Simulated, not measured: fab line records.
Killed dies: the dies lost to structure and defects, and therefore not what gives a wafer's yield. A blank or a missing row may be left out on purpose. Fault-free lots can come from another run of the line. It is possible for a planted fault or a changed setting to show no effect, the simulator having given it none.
Chamber matching + flow gf180mcu + GF_STI_ETCH_14 on rie_si-02 has 4 sister chambers
The step etches Si in HBr/Cl2/O2, target depth 360 nm, time 102.9 s. 14 wafers are shown with their chamber, then 7 later ones without.

## EACH WAFER AND ITS CHAMBER
| wafer  | chamber | drypump_motor_current_A (A) | oes_product_au (a.u.) | throttle_valve_pct (%) |
|--------|---------|-----------------------------|-----------------------|------------------------|
| L921.3 | 0       | 4.9                         | 0.997                 | 25.668                 |
| L921.4 | 3       | 6.0                         | 1.016                 | 25.646                 |
| L921.5 | 3       | 6.0                         | 1.018                 | 25.642                 |
| L924.1 | 2       | 5.7                         | 0.995                 | 25.654                 |
| L924.2 | 0       | 5.0                         | 0.995                 | 25.660                 |
| L924.4 | 3       | 5.9                         | 1.022                 | 25.655                 |
| L930.1 | 1       | 5.3                         | 0.979                 | 25.684                 |
| L930.2 | 3       | 6.0                         | 1.019                 | 25.642                 |
| L930.6 | 2       | 5.6                         | 0.986                 | 25.650                 |
| L932.1 | 0       | 4.9                         | 0.975                 | 25.678                 |
| L932.4 | 1       | 5.4                         | 0.974                 | 25.672                 |
| L932.6 | 3       | 6.0                         | 1.023                 | 25.651                 |
| L937.1 | 2       | 5.6                         | 0.990                 | 25.670                 |
| L937.2 | 3       | 6.0                         | 1.018                 | 25.636                 |

SIGNATURES (means of the wafers above)
| reading                 | chamber 0 | chamber 1 | chamber 2 | chamber 3 | scatter within a chamber |
|-------------------------|-----------|-----------|-----------|-----------|--------------------------|
| drypump_motor_current_A | 4.933     | 5.350     | 5.633     | 5.983     | 0.0516                   |
| oes_product_au          | 0.98900   | 0.97650   | 0.99033   | 1.01933   | 0.0062                   |
| throttle_valve_pct      | 25.66867  | 25.67800  | 25.65800  | 25.64533  | 0.00833                  |
Rule: for each reading, subtract the chamber's mean from the wafer's reading, divide by that reading's scatter and square the result; add these up over the readings and take the root, which gives the wafer's distance from the chamber. The wafer belongs to the nearest chamber; if the next one is less than 2 further off, it can't be placed. The scatter is the square root of a quotient: the sum, over the shown wafers, of each reading's squared deviation from its chamber's mean, divided by wafers minus chambers.

## WAFERS WITHOUT THEIR CHAMBER
| wafer  | drypump_motor_current_A (A) | oes_product_au (a.u.) | throttle_valve_pct (%) |
|--------|-----------------------------|-----------------------|------------------------|
| L937.3 | 5.0                         | 0.975                 | 25.681                 |
| L940.1 | 5.6                         | 0.983                 | 25.673                 |
| L940.2 | 6.0                         | 1.027                 | 25.643                 |
| L940.5 | 6.0                         | 1.015                 | 25.633                 |
| L943.1 | 4.9                         | 0.974                 | 25.675                 |
| L943.4 | 5.6                         | 0.986                 | 25.689                 |
| L943.5 | 5.9                         | 1.009                 | 25.666                 |

## CHAMBER TAKEN BY EACH
| wafer  | from the rows above     | in truth |
|--------|-------------------------|----------|
| L937.3 | 0                       | 0        |
| L940.1 | 2                       | 2        |
| L940.2 | 3                       | 3        |
| L940.5 | 3                       | 3        |
| L943.1 | 0                       | 0        |
| L943.4 | can't be placed: 2 or 1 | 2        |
| L943.5 | 3                       | 3        |
Correct placement for 6 of the 7. Cannot be placed on the basis of these rows: 1; the candidates contain the true chamber in 1. 0 placed wrongly.
